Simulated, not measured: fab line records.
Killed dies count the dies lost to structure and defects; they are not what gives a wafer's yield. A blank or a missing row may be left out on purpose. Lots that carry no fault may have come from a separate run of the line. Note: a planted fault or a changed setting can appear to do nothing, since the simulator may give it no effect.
Which of the tools did it?	flow gf180mcu	Sampling: 13 lots, 39 wafers, 6 of 602 route steps

## WHAT THE GAUGES SHOWED, per wafer
GF_HV_LDD_TW_MEAS_38. Usual: HV_LDD_3_TW typically reads 1439, with standard deviation 11.
lot	measured	on	HV_LDD_3_TW	flag
L483	day 11 22:08	film_metro-02	1538 1528 1535	OFF
L485	day 12 21:23	film_metro-04	1554 1555 1564	OFF
L490	day 14 04:20	film_metro-04	1560 1559 1563	OFF
L494	day 15 12:13	film_metro-03	1441 1449 1451	
L495	day 16 05:35	film_metro-02	1425 1424 1425	
L496	day 16 06:32	film_metro-02	1436 1434 1433	
L497	day 16 11:46	film_metro-02	1427 1421 1426	
L498	day 16 19:56	film_metro-02	1432 1427 1420	
L499	day 17 03:10	film_metro-02	1431 1441 1447	
L500	day 17 08:59	film_metro-03	1453 1451 1445	
L501	day 17 16:19	film_metro-04	1442 1444 1459	
L502	day 18 03:20	film_metro-02	1434 1428 1433	
L505	day 19 07:26	film_metro-02	1435 1431 1431	

GF_HV_LDD_TW_MEAS_50. Usual: HV_LDD_4_TW typically reads 571, with standard deviation 3.9.
lot	measured	on	HV_LDD_4_TW	flag
L483	day 12 17:53	film_metro-03	574 573 573	
L485	day 13 17:52	film_metro-04	577 575 576	
L490	day 15 01:02	film_metro-03	573 572 574	
L494	day 16 10:38	film_metro-02	564 565 566	
L495	day 17 04:13	film_metro-03	577 576 573	
L496	day 17 05:51	film_metro-02	571 571 571	
L497	day 17 11:17	film_metro-02	572 571 571	
L498	day 17 19:22	film_metro-03	576 572 576	
L499	day 18 03:28	film_metro-03	574 573 576	
L500	day 18 09:16	film_metro-04	569 573 570	
L501	day 18 16:17	film_metro-03	572 573 576	
L502	day 19 03:40	film_metro-03	572 572 571	
L505	day 20 08:19	film_metro-04	574 568 569	

GF_HV_LDD_RS_MEAS_53: measures by four-point-probe. Usual: HV_LDD_RS typically reads 418.5 ohm/sq, with standard deviation 0.98.
lot	measured	on	HV_LDD_RS (ohm/sq)	flag
L483	day 12 18:05	film_metro-02	399.7 400.3 400.2	OFF
L485	day 13 18:02	film_metro-04	398.4 399.0 398.3	OFF
L490	day 15 01:13	film_metro-02	398.9 399.4 398.8	OFF
L494	day 16 10:50	film_metro-04	418.0 418.0 417.1	
L495	day 17 04:23	film_metro-03	419.5 419.1 418.6	
L496	day 17 06:02	film_metro-02	418.3 418.1 419.6	
L497	day 17 11:28	film_metro-04	417.3 415.7 416.8	
L498	day 17 19:34	film_metro-04	419.4 419.2 419.4	
L499	day 18 03:38	film_metro-03	418.9 418.2 418.6	
L500	day 18 09:26	film_metro-03	420.4 419.6 419.5	
L501	day 18 16:28	film_metro-03	418.7 417.5 418.7	
L502	day 19 03:51	film_metro-03	419.4 419.4 418.0	
L505	day 20 08:30	film_metro-02	417.6 418.1 417.8	

GF_PSD_OVL_MEAS_08. Usual: PSD_OVL typically reads -0.4 nm, with standard deviation 1.3.
lot	measured	on	PSD_OVL (nm)	flag
L483	day 14 14:42	overlay-01	0.7 0.6 -2.0	
L485	day 15 15:48	overlay-02	-1.3 -0.2 -1.5	
L490	day 17 01:54	overlay-01	-0.5 1.4 -0.7	
L494	day 18 14:19	overlay-02	2.0 0.6 0.0	
L495	day 19 07:22	overlay-01	-1.9 -0.5 -0.6	
L496	day 19 08:42	overlay-01	1.5 0.2 0.1	
L497	day 19 14:27	overlay-01	-0.5 -0.7 -1.9	
L498	day 19 22:19	overlay-02	-1.2 -0.8 -1.6	
L499	day 20 06:45	overlay-02	0.3 -2.1 -2.7	
L500	day 20 12:26	overlay-02	0.4 0.4 0.6	
L501	day 20 20:17	overlay-01	-2.1 -1.4 0.0	
L502	day 21 07:19	overlay-02	1.0 -0.4 0.4	
L505	day 22 10:49	overlay-01	-0.5 1.4 -0.2	

GF_SALICIDE_RS_MEAS_04: measures by four-point-probe. Usual: SALICIDE_TIN_RS typically reads 16.34 ohm/sq, with standard deviation 0.26.
lot	measured	on	SALICIDE_TIN_RS (ohm/sq)	flag
L483	day 15 12:54	film_metro-01	16.59 16.76 16.47	
L485	day 16 15:05	film_metro-02	16.52 16.70 16.83	
L490	day 18 02:34	film_metro-01	16.23 16.23 16.05	
L494	day 19 15:41	film_metro-02	16.45 16.58 16.01	
L495	day 20 08:20	film_metro-01	16.58 16.66 16.70	
L496	day 20 09:25	film_metro-01	16.07 16.70 16.59	
L497	day 20 15:34	film_metro-04	16.38 16.10 16.09	
L498	day 20 22:56	film_metro-02	16.13 16.05 16.14	
L499	day 21 08:03	film_metro-04	16.59 16.58 16.34	
L500	day 21 13:15	film_metro-02	16.44 16.08 16.46	
L501	day 21 21:06	film_metro-01	16.28 16.53 16.62	
L502	day 22 08:11	film_metro-01	16.48 16.70 16.14	
L505	day 23 10:44	film_metro-01	16.14 15.84 15.96	

## EACH LOT AND THE TOOL THAT RAN IT (in order: tool; ch and the chambers of the sampled wafers; start)
lot	GF_HV_LDD_IMPLANT_36
L483	implanter-01 ch 0, day 11 21:35
L485	implanter-04 ch 0, day 12 20:49
L490	implanter-02 ch 0, day 14 03:47
L494	implanter-02 ch 0, day 15 11:59
L495	implanter-01 ch 0, day 16 05:20
L496	implanter-02 ch 0, day 16 06:17
L497	implanter-01 ch 0, day 16 11:29
L498	implanter-01 ch 0, day 16 19:43
L499	implanter-01 ch 0, day 17 02:55
L500	implanter-04 ch 0, day 17 08:46
L501	implanter-04 ch 0, day 17 16:05
L502	implanter-04 ch 0, day 18 03:05
L505	implanter-02 ch 0, day 19 07:13
- GF_HV_LDD_IMPLANT_36

## AS READ BY THE TOOLS THEMSELVES (means over the sampled wafers that have a number; for cases with no such wafer, the mark the record gives instead)
GF_HV_LDD_IMPLANT_36. Usual: 59.996 for beam_energy_keV, sd 0.019.
lot	tool	beam_energy_keV	flag
L483	implanter-01	59.992	
L485	implanter-04	59.996	
L490	implanter-02	60.001	
L494	implanter-02	59.978	
L495	implanter-01	60.006	
L496	implanter-02	60.001	
L497	implanter-01	59.997	
L498	implanter-01	59.983	
L499	implanter-01	59.974	
L500	implanter-04	59.986	
L501	implanter-04	60.016	
L502	implanter-04	59.992	
L505	implanter-02	59.974	

## THE ANSWER, worked out from the rows above alone
Rule: lot off if the mean of its wafers having a number is beyond 3 standard deviations from the usual mean. Also off: a lot with no number at a reading for which 4 or more lots have one. Where the step has rows for the other lots, those lots are counted as sound. First the gauges in route order, then the tools' own readings, where a lot's mean is used as printed above. At the first step where some lot is off, the reading lying furthest off is the one used; lots without a number count as furthest.
Off: at GF_HV_LDD_TW_MEAS_38 (HV_LDD_3_TW), L483, L485, L490.
If a tool, at a process step before that reading, ran all the lots that are off and no sound lot after the first of them, it fits. The gauges at GF_HV_LDD_TW_MEAS_38 are tried like those tools. No candidate that was tried fits.

## WHAT HAD BEEN PUT IN BY THE SIMULATOR
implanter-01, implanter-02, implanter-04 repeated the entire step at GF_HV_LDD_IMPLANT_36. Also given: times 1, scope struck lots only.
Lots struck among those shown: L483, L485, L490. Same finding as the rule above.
